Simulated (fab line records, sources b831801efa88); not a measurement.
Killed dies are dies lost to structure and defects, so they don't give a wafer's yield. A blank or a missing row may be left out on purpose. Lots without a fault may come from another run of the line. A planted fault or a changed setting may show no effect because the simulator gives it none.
Split-lot experiment | flow gf180mcu | 5 lots, 23 wafers read, on a route of 602 steps

THE SPLIT
At GF_PSD_DEVELOP_06 (develop time 60 s), the setting dev_temp_c was moved away from the recipe's 23 C on 5 of the 23 wafers read, by -9.6% to +7.6%. The other wafers ran this setting at the recipe's value.

The file shows no step between the split and the reading.

THE READING
cd_nm, in nm, at GF_PSD_CD_MEAS_07 (target cd 400 nm). Fault-free wafers of this fab line usually give 400.7 nm, standard deviation 1.7 nm.

wafer  | tool, chamber at the split | dev_temp_c as run, C | against the recipe | cd_nm, nm | against lot-mates on the recipe
L075.1 | litho_track-04, 0          | 23                   | recipe             | 399.0     | -
L075.2 | litho_track-04, 0          | 23                   | recipe             | 399.4     | -
L075.3 | litho_track-04, 0          | 23                   | recipe             | 398.6     | -
L075.5 | litho_track-04, 0          | 23                   | recipe             | 397.5     | -
L075.6 | litho_track-04, 0          | 23                   | recipe             | 398.9     | -
L077.1 | litho_track-03, 0          | 23                   | recipe             | 399.2     | -
L077.2 | litho_track-03, 0          | 20.8                 | -9.6%              | 406.2     | +5.8
L077.4 | litho_track-03, 0          | 20.8                 | -9.6%              | 408.4     | +8.0
L077.5 | litho_track-03, 0          | 23                   | recipe             | 401.6     | -
L077.6 | litho_track-03, 0          | 20.8                 | -9.6%              | 408.4     | +8.0
L076.1 | litho_track-01, 0          | 23                   | recipe             | 400.4     | -
L076.2 | litho_track-01, 0          | 23                   | recipe             | 400.4     | -
L076.3 | litho_track-01, 0          | 23                   | recipe             | 399.5     | -
L076.4 | litho_track-01, 0          | 23                   | recipe             | 398.2     | -
L076.5 | litho_track-01, 0          | 23                   | recipe             | 401.4     | -
L082.1 | litho_track-03, 0          | 23                   | recipe             | 400.1     | -
L082.2 | litho_track-03, 0          | 23                   | recipe             | 398.2     | -
L082.5 | litho_track-03, 0          | 23                   | recipe             | 401.4     | -
L084.1 | litho_track-01, 0          | 24.75                | +7.6%              | 394.3     | -6.0
L084.2 | litho_track-01, 0          | 23                   | recipe             | 400.6     | -
L084.3 | litho_track-01, 0          | 23                   | recipe             | 400.1     | -
L084.5 | litho_track-01, 0          | 23                   | recipe             | 400.1     | -
L084.6 | litho_track-01, 0          | 24.75                | +7.6%              | 394.5     | -5.8

THE FIT
A straight line over all 23 wafers: cd_nm changes by -0.788 nm for each +1% of dev_temp_c; r = -0.95; the points scatter about the line by 1.2 nm.
The same after taking each lot's own level away (the mean of its wafers on the recipe; 23 wafers): -0.763 nm for each +1%; r = -0.96; scatter 0.96 nm.
On that fit, the largest move of dev_temp_c shifts the reading by 7.3 nm.
The lots' own levels span 398.68 to 400.40 nm, that is 1.0 times the standard deviation above.
So the lot-to-lot level changes the slope little: the two slopes agree.
Check: with one of the wafers moved furthest among these (-9.6%) left out of the fit, the line predicts +7.8 nm for it against its lot-mates. It came out at +5.8 nm against them.

OTHER SPLITS ON THESE WAFERS
These wafers also went through other splits before the reading. Each is held against what the fit with the lots' levels taken away leaves over:
other split on the same wafers      | wafers away from the commonest value | r with cd_nm (lot level and that fit taken away)
GF_DNWELL_STRIP_08 platen_temp_c    | 11                                   | +0.03
GF_NWELL_IMPLANT_08 energy_kev      | 5                                    | +0.16
GF_MVPSD_IMPLANT_08 dose_cm2        | 10                                   | -0.32
GF_VT_IMPLANT_STRIP_20 power_w      | 10                                   | +0.11
GF_VT_IMPLANT_IMPLANT_30 energy_kev | 11                                   | +0.01
GF_VT_IMPLANT_IMPLANT_41 dose_cm2   | 5                                    | +0.29
GF_HV_LDD_SOFTBAKE_15 temp_c        | 10                                   | -0.09
GF_HV_LDD_IMPLANT_21 dose_cm2       | 8                                    | +0.01
GF_HV_LDD_ETCHBACK_58 time_s        | 4                                    | +0.13

THE FILE'S OWN FIT
cd_nm changes by -0.768 nm for each +1% of dev_temp_c, r = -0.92.
